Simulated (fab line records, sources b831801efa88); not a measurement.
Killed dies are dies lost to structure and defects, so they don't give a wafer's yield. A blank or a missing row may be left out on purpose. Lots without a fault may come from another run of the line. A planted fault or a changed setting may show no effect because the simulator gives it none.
Tool commonality check | flow sky130 | 10 lots, 30 wafers sampled

WHY IT WAS OPENED
At SKY_CAP2M_RS_MEAS_03 the reading CAP2M_TIN_RS is flagged on 2 of 10 lots. Wafers without a fault read 6.91 ohm/sq, standard deviation 0.077.
Rule: a lot is flagged when every wafer of it that has a number lies more than 4 standard deviations from that mean, or none has a number. The other lots count as sound.

lot  | measured     | on            | CAP2M_TIN_RS (ohm/sq), wafer by wafer | flag
L821 | day 41 09:41 | film_metro-04 | 6.91 6.90 6.87                        |
L825 | day 42 23:35 | film_metro-02 | 6.98 6.95 6.96                        |
L827 | day 43 05:56 | film_metro-04 | 6.81 6.80 6.78                        |
L828 | day 43 17:51 | film_metro-02 | 6.91 6.91 6.96                        |
L829 | day 44 01:34 | film_metro-02 | 6.89 6.95 6.98                        |
L832 | day 44 23:13 | film_metro-01 | 6.80 6.77 6.82                        |
L834 | day 45 10:28 | film_metro-02 | 6.91 6.93 6.87                        |
L836 | day 45 13:43 | film_metro-04 | 7.59 7.51 7.54                        | FLAGGED
L837 | day 46 00:12 | film_metro-02 | 7.64 7.62 7.61                        | FLAGGED
L840 | day 46 11:05 | film_metro-01 | 7.06 7.06 7.11                        |
The numbers of the flagged lots are 7.58 ohm/sq on average: +0.67 ohm/sq against the usual, or +9 standard deviations.

WHICH TOOL RAN EACH LOT
The record holds 2 process steps before the reading, out of a route of 708 steps. In each cell: the tool, then ch and the chambers that the sampled wafers went through, then the start.
lot  | flag    | SKY_CAP2M_CVD_00                | SKY_CAP2M_SPUTTER_02
L821 |         | pecvd-04 ch 0,1,2, day 41 09:29 | pvd_sputter-01, day 41 09:34
L825 |         | pecvd-02 ch 0,1,2, day 42 23:20 | pvd_sputter-01, day 42 23:25
L827 |         | pecvd-02 ch 1,2, day 43 05:45   | pvd_sputter-01, day 43 05:50
L828 |         | pecvd-02 ch 0,1,2, day 43 17:38 | pvd_sputter-02, day 43 17:43
L829 |         | pecvd-04 ch 1,2, day 44 01:22   | pvd_sputter-02, day 44 01:28
L832 |         | pecvd-04 ch 0,1, day 44 23:00   | pvd_sputter-02, day 44 23:05
L834 |         | pecvd-03 ch 0,1,2, day 45 10:14 | pvd_sputter-01, day 45 10:19
L836 | FLAGGED | pecvd-02 ch 0,1, day 45 13:31   | pvd_sputter-01, day 45 13:36
L837 | FLAGGED | pecvd-02 ch 1,2, day 46 00:01   | pvd_sputter-01, day 46 00:05
L840 |         | pecvd-04 ch 0,1,2, day 46 10:52 | pvd_sputter-03, day 46 10:57
What these steps do:
- SKY_CAP2M_CVD_00: deposits SiO2, target thk 15.5 nm.
- SKY_CAP2M_SPUTTER_02: material TiN, target thk 200 nm, time 166.7 s.
- SKY_CAP2M_RS_MEAS_03: measures by four-point-probe.

FLAGGED OVER TOTAL, TOOL BY TOOL (the gauges that took the reading come last)
step                 | tool           | lots run | flagged | share of the flagged lots | sound lots run after its first flagged lot
SKY_CAP2M_CVD_00     | pecvd-02       | 5        | 2       | all                       | 0
SKY_CAP2M_CVD_00     | pecvd-03       | 1        | 0       | none                      | -
SKY_CAP2M_CVD_00     | pecvd-04       | 4        | 0       | none                      | -
SKY_CAP2M_SPUTTER_02 | pvd_sputter-01 | 6        | 2       | all                       | 0
SKY_CAP2M_SPUTTER_02 | pvd_sputter-02 | 3        | 0       | none                      | -
SKY_CAP2M_SPUTTER_02 | pvd_sputter-03 | 1        | 0       | none                      | -
SKY_CAP2M_RS_MEAS_03 | film_metro-01  | 2        | 0       | none                      | -
SKY_CAP2M_RS_MEAS_03 | film_metro-02  | 5        | 1       | some                      | 0
SKY_CAP2M_RS_MEAS_03 | film_metro-04  | 3        | 1       | some                      | 0

WHAT THE TABLE ALLOWS
2 rows of the table ran every flagged lot: pecvd-02 at SKY_CAP2M_CVD_00, pvd_sputter-01 at SKY_CAP2M_SPUTTER_02.
- pecvd-02 at SKY_CAP2M_CVD_00: 2 of its 5 lots flagged. Its last sound lot is L828 (day 43 17:38), its first flagged lot L836 (day 45 13:31): a fault that began between those two fits.
- pvd_sputter-01 at SKY_CAP2M_SPUTTER_02: 2 of its 6 lots flagged. Its last sound lot is L834 (day 45 10:19), its first flagged lot L836 (day 45 13:36): a fault that began between those two fits. Its own readings lie more than 4 standard deviations out on every wafer of the flagged lots: cathode_dc_power_W.
Counting lots can't tell these 2 tools apart, because each fits a fault that began at some hour. More lots, or a look at what each step does to the wafer, might.

WHAT THE SIMULATOR HAD PUT IN
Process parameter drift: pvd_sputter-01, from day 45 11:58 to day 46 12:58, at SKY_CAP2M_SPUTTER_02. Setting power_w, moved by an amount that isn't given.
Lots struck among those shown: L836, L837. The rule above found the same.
